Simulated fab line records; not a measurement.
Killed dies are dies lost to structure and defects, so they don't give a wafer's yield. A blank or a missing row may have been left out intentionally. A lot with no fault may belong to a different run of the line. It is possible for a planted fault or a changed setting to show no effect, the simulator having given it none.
One fault seen from 2 desks / flow sky130 / every desk sees just its own numbers, and what lay behind them comes last

## FOR THE TOOL OWNER'S DESK: lpcvd-01
The tool's own readings at SKY_POLY_GATE_CVD_00 (deposits poly-Si, target thk 180 nm, time 720 s): means of the sampled wafers that have a number, for each lot that ran on this tool. Any lot whose mean is over 4 standard deviations away from the usual mean is out of limits and marked OUT; that distance is given in the brackets.
Columns: A = spikeTcTopC at SKY_POLY_GATE_CVD_00, usual 641.0 C
lot=L840; first seen here=day 14 18:51; A=642.9
lot=L839; first seen here=day 14 21:15; A=640.7
lot=L842; first seen here=day 14 21:15; A=642.4
lot=L844; first seen here=day 17 00:34; A=642.7
lot=L846; first seen here=day 17 03:30; A=639.2
lot=L847; first seen here=day 17 03:30; A=639.8
lot=L848; first seen here=day 17 13:28; A=642.9
lot=L849; first seen here=day 17 13:28; A=640.7
lot=L850; first seen here=day 17 21:44; A=639.3
lot=L851; first seen here=day 18 00:47; A=639.9
lot=L852; first seen here=day 18 08:57; A=640.1
lot=L853; first seen here=day 18 21:44; A=639.5
lot=L855; first seen here=day 19 21:47; A=643.5
lot=L856; first seen here=day 20 01:32; A=643.3
lot=L857; first seen here=day 20 02:44; A=640.1
This desk's verdict: no lot among the 15 shows anything out of limits.

## FROM THE METROLOGY DESK
Means of the sampled wafers that have a number, per lot and without regard to the tool the lot ran on: this is what the gauges read. Any lot whose mean is over 4 standard deviations away from the usual mean is out of limits and marked OUT; that distance is given in the brackets.
Columns: A = VT_ADJUST_HVTR_OVL at SKY_VT_ADJUST_HVTR_OVL_MEAS_08, usual -0.6 nm; B = SONOS_ONO_OVL at SKY_SONOS_ONO_OVL_MEAS_14, usual 1.0 nm; C = POLY_GATE_CVD_00_THK at SKY_POLY_GATE_THK_MEAS_01, usual 179.3 nm
lot=L840; first seen here=day 10 07:43; A=-1.8; B=1.4; C=178.0
lot=L839; first seen here=day 10 09:02; A=0.2; B=2.7; C=180.3
lot=L842; first seen here=day 10 11:05; A=0.3; B=3.4; C=179.3
lot=L844; first seen here=day 11 06:01; A=0.2; B=-0.5; C=179.3
lot=L846; first seen here=day 11 16:23; A=-1.4; B=-0.4; C=180.6
lot=L847; first seen here=day 12 00:47; A=-1.4; B=1.8; C=178.6
lot=L849; first seen here=day 12 11:47; A=-0.2; B=-0.2; C=180.7
lot=L848; first seen here=day 12 12:26; A=2.4; B=0.3; C=181.1
lot=L850; first seen here=day 12 21:50; A=-0.6; B=2.0; C=179.0
lot=L851; first seen here=day 13 04:06; A=-3.4; B=1.6; C=179.7
lot=L852; first seen here=day 13 14:40; A=-4.4; B=2.5; C=176.6
lot=L853; first seen here=day 13 16:59; A=-0.5; B=-0.1; C=179.1
lot=L855; first seen here=day 14 13:37; A=-0.2; B=-2.1; C=192.5 (+9.4) OUT
lot=L856; first seen here=day 14 17:58; A=-0.2; B=1.2; C=193.2 (+9.9) OUT
lot=L857; first seen here=day 14 19:16; A=-0.8; B=1.3; C=190.3 (+7.9) OUT
Per this desk, out of limits: L855, L856, L857; the first was L855, day 19 22:59 (POLY_GATE_CVD_00_THK at SKY_POLY_GATE_THK_MEAS_01). L840, L839, L842, L844, L846, L847, L849, L848, L850, L851, L852, L853: within limits.

## BROUGHT TOGETHER
The metrology desk could have raised an alarm at day 19 22:59, on L855, L856, L857.
The desk of the tool owner found nothing out of limits.
Tool owner's desk: L855, L856, L857 on record, inside its limits.
SKY_POLY_GATE_CVD_00 was run on lpcvd-01 by each of the lots named.

## WHAT HAD BEEN PUT IN BY THE SIMULATOR
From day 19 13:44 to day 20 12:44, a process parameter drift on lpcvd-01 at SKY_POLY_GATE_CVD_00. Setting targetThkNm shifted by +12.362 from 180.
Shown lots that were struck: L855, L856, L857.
Time in hours between the start of the fault and the first out-of-limits reading at each desk: metrology desk, 9.
